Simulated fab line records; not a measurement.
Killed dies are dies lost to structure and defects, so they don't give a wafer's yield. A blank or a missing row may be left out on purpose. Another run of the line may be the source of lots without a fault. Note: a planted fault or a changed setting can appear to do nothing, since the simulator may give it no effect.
Matching of chambers | flow gf180mcu | GF_PASSIVATION_CVD_02 on pecvd-04: 3 sister chambers
The step deposits Si3N4, target thk 700 nm, time 486.18 s. 16 wafers are shown with their chamber, then 8 later ones without.

== WAFERS WITH THEIR CHAMBER ==
wafer  | chamber | heater_power_w (W)
L076.2 | 0       | 892
L076.4 | 2       | 671
L076.5 | 1       | 740
L077.2 | 0       | 800
L077.5 | 0       | 831
L077.6 | 2       | 678
L079.2 | 2       | 603
L079.5 | 0       | 737
L079.6 | 2       | 646
L081.1 | 0       | 885
L081.3 | 1       | 760
L081.5 | 2       | 573
L087.1 | 2       | 673
L087.2 | 1       | 732
L087.5 | 0       | 753
L088.1 | 0       | 905

SIGNATURES, as means of the wafers listed above
reading        | chamber 0 | chamber 1 | chamber 2 | scatter within a chamber
heater_power_w | 829.00    | 744.00    | 640.67    | 53.9
Rule: distance of a wafer from a chamber = root of the sum over the readings of ((wafer's reading minus chamber's mean) / reading's scatter) squared. If the next closest chamber is less than 2 further off than the closest, the wafer can't be placed; otherwise it belongs to the closest. The scatter is the square root of a quotient: the sum, over the shown wafers, of each reading's squared deviation from its chamber's mean, divided by wafers minus chambers.

== WAFERS WHOSE CHAMBER IS MISSING ==
wafer  | heater_power_w (W)
L088.4 | 745
L088.6 | 771
L094.1 | 853
L094.3 | 678
L094.5 | 626
L093.2 | 700
L093.5 | 567
L093.6 | 742

== WHICH CHAMBER EACH ONE RAN IN ==
wafer  | from the rows above          | in truth
L088.4 | can't be placed: 1 or 0 or 2 | 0
L088.6 | can't be placed: 1 or 0 or 2 | 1
L094.1 | can't be placed: 0 or 1      | 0
L094.3 | can't be placed: 2 or 1      | 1
L094.5 | can't be placed: 2 or 1      | 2
L093.2 | can't be placed: 1 or 2 or 0 | 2
L093.5 | can't be placed: 2 or 1      | 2
L093.6 | can't be placed: 1 or 0 or 2 | 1
Placed correctly: 0 of 8. From these rows, 8 cannot be placed; in 8 the true chamber is one of the candidates. 0 placed wrongly.
